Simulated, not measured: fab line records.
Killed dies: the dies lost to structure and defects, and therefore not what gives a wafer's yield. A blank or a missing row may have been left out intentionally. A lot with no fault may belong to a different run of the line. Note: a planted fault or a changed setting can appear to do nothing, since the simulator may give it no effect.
fab line records + flow gf180mcu
[record]
- lots = 6
- wafers = 16
- last_day = 34
route steps=602 shown MIM@524 M5@526
lots untouched by any fault: they come from a run of this same line in which no faults occurred
start_h: the number of hours between the record's first day and the start of the first shown wafer of the lot + wait_h: hours since the lot's step before + " same as the row above + L1.1+2: a row that stands for several wafers + - no value present, or no start provided + * or withheld: withheld + < > ~ a bound
route shown NAME@n: a module of which the file shows steps, and the number in the route of the first + usual: mean/standard deviation taken from wafers without a fault + same: alike in all rows + chamber/n: place in a boat + sites: each site's reading + _std_site: how widely they spread, as a standard deviation + _edge_site: inner sites' mean taken away from outer sites' mean + radius_mm: how far each site lies from the wafer's centre + mask NAME#n: copy n + behind: the tool/chamber that last shaped the wafer + hold: why the lot was held/for how many hours/how that ended + device: the n, p or np transistor that did not switch + end of line: the route-end tests of the same wafers + a step without rows: its recipe alone + killed: dies that structure and defects cost at the first sort, which is not the same as the wafer's yield + map: dies across one wafer; x = killed, . = not, _ = none there
set.NAME: the run value of the setting; set.NAME@STEP: its run value at that earlier step + model.NAME: the simulator's own value behind a step, which no gauge read
lots at selected steps of the route; one table per step, one row per wafer
services: a tool's chamber out of use, with start hour (start_h, from the record's first day; less than 0 if before it), hours out, and reason
[[steps]]
[step GF_MIM_STRIP_21]
[recipe]
- chemistry = post_etch_residue_remover
- time_s = 1200
- temp_c = 72.5
[step GF_MIM_CLEAN_22]
[recipe]
- chemistry = DIW
- dry = n2_spin
[step GF_M5_DEHYDRATE_00]
[recipe]
- temp_c = 200
- time_s = 60
[step GF_M5_HMDS_01]
[recipe]
- prime_time_s = 60
- prime_temp_c = 120
[step GF_M5_COAT_02]
[recipe]
- resist = KrF
- spin_rpm = withheld
- resist_thk_nm = 1000
[step GF_M5_SOFTBAKE_03]
[recipe]
- temp_c = 130
- time_s = 60
- resist = KrF
[step GF_M5_EXPOSE_04]
[recipe]
- mask_id = Metal5
- target_cd_nm = 280
- na = 0.68
- source_shape = conventional
- sigma_outer = 0.6
- dose_mj = 28
[step GF_M5_PEB_05]
[recipe]
- peb_temp_c = 135
- peb_time_s = 90
- resist = KrF
[step GF_M5_DEVELOP_06]
[recipe]
- develop_time_s = 60
- dev_temp_c = 21
[step GF_M5_CD_MEAS_07]
[recipe]
- target_cd_nm = 280
[usual]
- cd_nm = 279.9/1.2
| lot.wafer | tool      | chamber | start_h | wait_h | cd_nm |
|-----------|-----------|---------|---------|--------|-------|
| L115.2    | cd_sem-02 | -       | 619.15  | 0.1    | 280.1 |
| L115.5    | "         | -       | "       | "      | 280.7 |
| L115.6    | "         | -       | "       | "      | 281.2 |
| L128.1    | cd_sem-01 | -       | 723.37  | 0.1    | 277.9 |
| L128.4    | "         | -       | "       | "      | 277.4 |
| L128.5    | "         | -       | "       | "      | 277.8 |
| L131.1    | cd_sem-01 | -       | 746.41  | 0.1    | 280.1 |
| L131.5    | "         | -       | "       | "      | 279.3 |
| L132.1    | cd_sem-02 | -       | 757.07  | 0.1    | 278.6 |
| L132.3    | "         | -       | "       | "      | 278.2 |
| L133.1    | cd_sem-02 | -       | 759.86  | 0.1    | 279.7 |
| L133.5    | "         | -       | "       | "      | 280.2 |
| L133.6    | "         | -       | "       | "      | 279.5 |
| L135.2    | cd_sem-02 | -       | 769.18  | 0.1    | 279.3 |
| L135.4    | "         | -       | "       | "      | 278.6 |
| L135.5    | "         | -       | "       | "      | 279.1 |
[step GF_M5_OVL_MEAS_08]
[usual]
- M5_OVL = 0/5.8
| lot.wafer | tool       | chamber | start_h | wait_h | M5_OVL[nm] |
|-----------|------------|---------|---------|--------|------------|
| L115.2    | overlay-01 | -       | 619.25  | 0.1    | -3         |
| L115.5    | "          | -       | "       | "      | -4         |
| L115.6    | "          | -       | "       | "      | -6         |
| L128.1    | overlay-02 | -       | 723.49  | 0.1    | 0          |
| L128.4    | "          | -       | "       | "      | -3         |
| L128.5    | "          | -       | "       | "      | -8         |
| L131.1    | overlay-01 | -       | 746.53  | 0.1    | 9          |
| L131.5    | "          | -       | "       | "      | -3         |
| L132.1    | overlay-01 | -       | 757.19  | 0.1    | 7          |
| L132.3    | "          | -       | "       | "      | 10         |
| L133.1    | overlay-01 | -       | 759.98  | 0.1    | 1          |
| L133.5    | "          | -       | "       | "      | 0          |
| L133.6    | "          | -       | "       | "      | 5          |
| L135.2    | overlay-01 | -       | 769.29  | 0.1    | -5         |
| L135.4    | "          | -       | "       | "      | -2         |
| L135.5    | "          | -       | "       | "      | -11        |
[step GF_M5_ETCH_09]
[recipe]
- chemistry = CF4/O2
- target = Si3N4
- target_depth_nm = 52
- source_w = 800
- bias_w = 150
- pressure_mtorr = 150
- cf4_flow_sccm = 80
- O2_flow_sccm = 10
- time_s = 11.6
[usual]
- drypump_motor_current_A = 5.9/0.35
- oes_product_au = 0.996/0.0093
- throttle_valve_pct = 5.969/0.0094
| lot.wafer | tool        | chamber | start_h | wait_h | drypump_motor_current_A | oes_product_au | rf_hours_counter_h | throttle_valve_pct |
|-----------|-------------|---------|---------|--------|-------------------------|----------------|--------------------|--------------------|
| L115.2    | rie_diel-02 | 3       | 619.28  | 0.0    | 6.3                     | 0.995          | 14                 | 5.968              |
| L115.5    | "           | 1       | "       | "      | 5.5                     | 1.007          | -                  | 5.979              |
| L115.6    | "           | 2       | "       | "      | 5.9                     | 0.997          | -                  | 5.955              |
| L128.1    | rie_diel-03 | 2       | 723.53  | 0.0    | 5.9                     | 0.998          | 23                 | 5.973              |
| L128.4    | "           | 0       | "       | "      | 5.5                     | 0.990          | 20                 | 5.976              |
| L128.5    | "           | 1       | "       | "      | 5.5                     | 0.998          | -                  | 5.974              |
| L131.1    | rie_diel-03 | 2       | 746.57  | 0.0    | 5.8                     | 1.000          | 24                 | 5.980              |
| L131.5    | "           | 3       | "       | "      | 5.8                     | 1.006          | -                  | 5.957              |
| L132.1    | rie_diel-04 | 3       | 757.23  | 0.0    | 5.6                     | 1.005          | 24                 | 5.971              |
| L132.3    | "           | 1       | "       | "      | 5.8                     | 0.997          | 31                 | 5.983              |
| L133.1    | rie_diel-03 | 2       | 760.02  | 0.0    | 5.8                     | 0.994          | 24                 | 5.991              |
| L133.5    | "           | 1       | "       | "      | 5.5                     | 1.001          | -                  | 5.975              |
| L133.6    | "           | 0       | "       | "      | 5.5                     | 0.986          | -                  | 5.961              |
| L135.2    | rie_diel-03 | 1       | 769.32  | 0.0    | 5.5                     | 0.997          | 6                  | 5.963              |
| L135.4    | "           | 3       | "       | "      | 5.8                     | 1.006          | 20                 | 5.967              |
| L135.5    | "           | 3       | "       | "      | 5.8                     | 0.993          | -                  | 5.962              |
[step GF_M5_METAL_ETCH_10]
[recipe]
- chemistry = Cl2/BCl3
- mask_material = KrF
- target_depth_nm = 750.8
- stop_on = SiO2
- pressure_mtorr = 8
- icp_w = 800
- bias_w = 140
- Cl2_flow_sccm = 80
- bcl3_flow_sccm = 40
- time_s = 125.1
[usual]
- drypump_motor_current_A = 5.8/0.44
- oes_product_au = 0.992/0.0055
- run_length_s = 153.5/0.42
- throttle_valve_pct = 28.227/0.01
| lot.wafer | tool         | chamber | start_h | wait_h | drypump_motor_current_A | oes_product_au | rf_hours_counter_h | run_length_s | throttle_valve_pct | model.KrF_of_M5_COAT_02.thk_nm |
|-----------|--------------|---------|---------|--------|-------------------------|----------------|--------------------|--------------|--------------------|--------------------------------|
| L115.2    | rie_metal-01 | 0       | 619.30  | 0.0    | 6.0                     | 0.991          | 10                 | 152.9        | 28.233             | 639.6                          |
| L115.5    | "            | 1       | "       | "      | 5.5                     | 1.000          | -                  | 153.5        | 28.218             | 647.5                          |
| L115.6    | "            | 0       | "       | "      | 6.0                     | 0.988          | -                  | 152.9        | 28.217             | 644.6                          |
| L128.1    | rie_metal-03 | 0       | 723.55  | 0.0    | 5.5                     | 0.993          | 1                  | 153.8        | 28.207             | 631.4                          |
| L128.4    | "            | 0       | "       | "      | 5.6                     | 0.999          | -                  | 153.4        | 28.218             | 632.8                          |
| L128.5    | "            | 0       | "       | "      | 5.6                     | 0.997          | -                  | 153.6        | 28.229             | 633                            |
| L131.1    | rie_metal-03 | 0       | 746.59  | 0.0    | 5.5                     | 0.955          | 3                  | 163.8        | 28.262             | 613                            |
| L131.5    | "            | 0       | "       | "      | 5.5                     | 0.995          | -                  | 153.4        | 28.222             | 636                            |
| L132.1    | rie_metal-03 | 1       | 757.25  | 0.0    | 5.5                     | 0.952          | 0                  | 163.3        | 28.253             | 629.6                          |
| L132.3    | "            | 0       | "       | "      | 5.6                     | 0.949          | -                  | 163.6        | 28.275             | 617.6                          |
| L133.1    | rie_metal-01 | 0       | 760.04  | 0.0    | 6.0                     | 0.993          | 1                  | 153.2        | 28.208             | 654.1                          |
| L133.5    | "            | 0       | "       | "      | 6.0                     | 0.998          | -                  | 153.1        | 28.218             | 657.9                          |
| L133.6    | "            | 1       | "       | "      | 5.4                     | 0.998          | -                  | 153.5        | 28.238             | 659.1                          |
| L135.2    | rie_metal-02 | 0       | 769.34  | 0.0    | 5.7                     | 0.997          | 1                  | 153.3        | 28.226             | 645.7                          |
| L135.4    | "            | 0       | "       | "      | 5.7                     | 0.997          | -                  | 153.6        | 28.222             | 646.6                          |
| L135.5    | "            | 1       | "       | "      | 6.7                     | 0.991          | -                  | 153.9        | 28.229             | 648.6                          |
[step GF_M5_STRIP_11]
[recipe]
- chemistry = O2/N2
- power_w = 1400
- pressure_mtorr = 1500
- platen_temp_c = 250
- o2_flow_sccm = 3000
- n2_flow_sccm = 300
- overash_fraction = 0.5
[usual]
- drypump_motor_current_A = 5.8/0.59
- heater_power_w = 339/23
- o2_flow_sccm = 3000/8.9
- oes_product_au = 0.523/0.005
- platen_temp_c = 250.00/0.16
- strip_time_to_endpoint_s = 7.03/0.063
[same]
- overash_fraction = 0.5
| lot.wafer | tool            | chamber | start_h | wait_h | drypump_motor_current_A | heater_power_w | o2_flow_sccm | oes_product_au | platen_temp_c | rf_hours_counter_h | strip_time_to_endpoint_s |
|-----------|-----------------|---------|---------|--------|-------------------------|----------------|--------------|----------------|---------------|--------------------|--------------------------|
| L115.2    | plasma_asher-02 | 1       | 619.43  | 0.1    | 5.9                     | 320            | 3008         | 0.516          | 249.87        | 54                 | 6.94                     |
| L115.5    | "               | 1       | "       | "      | 5.9                     | 315            | 2998         | 0.530          | 250.02        | -                  | 7.01                     |
| L115.6    | "               | 0       | "       | "      | 5.2                     | 334            | 2990         | 0.530          | 250.04        | -                  | 7.00                     |
| L128.1    | plasma_asher-01 | 1       | 723.68  | 0.1    | 6.3                     | 370            | 3004         | 0.520          | 249.89        | 109                | 6.86                     |
| L128.4    | "               | 0       | "       | "      | 6.5                     | 333            | 2988         | 0.513          | 249.91        | -                  | 6.88                     |
| L128.5    | "               | 0       | "       | "      | 6.5                     | 335            | 2989         | 0.514          | 250.15        | -                  | 6.87                     |
| L131.1    | plasma_asher-04 | 1       | 746.85  | 0.2    | 4.8                     | 387            | 3006         | 0.505          | 250.03        | 30                 | 6.68                     |
| L131.5    | "               | 1       | "       | "      | 4.8                     | 375            | 3003         | 0.515          | 249.97        | -                  | 6.92                     |
| L132.1    | plasma_asher-02 | 1       | 757.38  | 0.1    | 5.9                     | 309            | 3000         | 0.517          | 249.92        | 70                 | 6.84                     |
| L132.3    | "               | 1       | "       | "      | 5.9                     | 316            | 2992         | 0.513          | 250.03        | -                  | 6.73                     |
| L133.1    | plasma_asher-01 | 1       | 760.17  | 0.1    | 6.3                     | 364            | 2986         | 0.522          | 250.01        | 2                  | 7.09                     |
| L133.5    | "               | 0       | "       | "      | 6.5                     | 320            | 3009         | 0.525          | 250.18        | -                  | 7.12                     |
| L133.6    | "               | 1       | "       | "      | 6.3                     | 355            | 3002         | 0.530          | 249.97        | -                  | 7.12                     |
| L135.2    | plasma_asher-01 | 0       | 769.47  | 0.1    | 6.5                     | 319            | 2997         | 0.513          | 249.72        | 2                  | 6.99                     |
| L135.4    | "               | 0       | "       | "      | 6.5                     | 316            | 2980         | 0.529          | 249.78        | -                  | 6.99                     |
| L135.5    | "               | 1       | "       | "      | 6.3                     | 357            | 3002         | 0.516          | 250.30        | -                  | 7.01                     |
[step GF_M5_STRIP_12]
[recipe]
- chemistry = post_etch_residue_remover
- time_s = 1200
- temp_c = 72.5
[[services]]
| tool            | chamber | start_h | hours | kind           |
|-----------------|---------|---------|-------|----------------|
| rie_diel-03     | 2       | 596.19  | 7.1   | repair         |
| plasma_asher-04 | -       | 614.71  | 2.6   | repair         |
| rie_diel-04     | 2       | 641.04  | 8.2   | repair         |
| rie_diel-04     | 0       | 668.25  | 6.3   | repair         |
| plasma_asher-01 | -       | 672.30  | 0.7   | repair         |
| rie_metal-03    | -       | 690.84  | 2.8   | pm             |
| rie_metal-03    | 0       | 693.59  | -     | clean          |
| rie_metal-03    | 0       | 693.59  | 18.3  | scheduled_down |
| rie_metal-03    | 0       | 693.59  | 18.3  | vent_cycle     |
| rie_diel-04     | -       | 701.21  | 2.8   | pm             |
| rie_diel-04     | 3       | 707.81  | 18.5  | repair         |
| rie_metal-03    | 1       | 724.74  | -     | clean          |
| rie_metal-03    | 1       | 724.74  | 30.2  | scheduled_down |
| rie_diel-04     | 2       | 726.75  | 6.3   | repair         |
| plasma_asher-01 | -       | 733.75  | 9.0   | pm             |
| plasma_asher-01 | 0       | 733.75  | 9.0   | vent_cycle     |
| plasma_asher-01 | 1       | 733.75  | 9.0   | vent_cycle     |
| plasma_asher-01 | -       | 737.21  | 5.3   | repair         |
| rie_metal-01    | -       | 739.30  | 14.6  | pm             |
| rie_diel-04     | 0       | 739.50  | 2.6   | repair         |
| plasma_asher-01 | 0       | 742.75  | -     | clean          |
| plasma_asher-01 | 1       | 742.75  | -     | clean          |
| rie_metal-01    | -       | 761.92  | 1.4   | pm             |
| rie_diel-02     | 0       | 763.84  | 19.5  | repair         |
[[key]]
[first_sign]
- step = GF_M5_METAL_ETCH_10
- reading = run_length_s
- direction = up
- sigmas = 24
- usual = *
- struck = *
[effect]
- step = GF_M5_METAL_ETCH_10
- reading = oes_product_au
- direction = down
- sigmas = 7.3
- usual = 0.992
- struck = 0.952
[effect]
- step = GF_M5_STRIP_11
- reading = strip_time_to_endpoint_s
- direction = down
- sigmas = 4.3
- usual = *
- struck = *
[model_effect]
- step = GF_M5_METAL_ETCH_10
- value = KrF_of_M5_COAT_02.thk_nm
- without = 645.2
- struck = 620.1
met_at GF_M5_METAL_ETCH_10
struck_wafers L131.1,L132.1,L132.3
onset_between 723.55 746.59
[fault]
- kind = process_parameter_drift
- tool = rie_metal-03
- chamber = -
- onset_h = 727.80
- steps = GF_M5_METAL_ETCH_10
- channel = time_s
- offset = *
- shape = step
- end_h = 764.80
- scope = struck_wafers_only
- acts_in = *
- stated = *
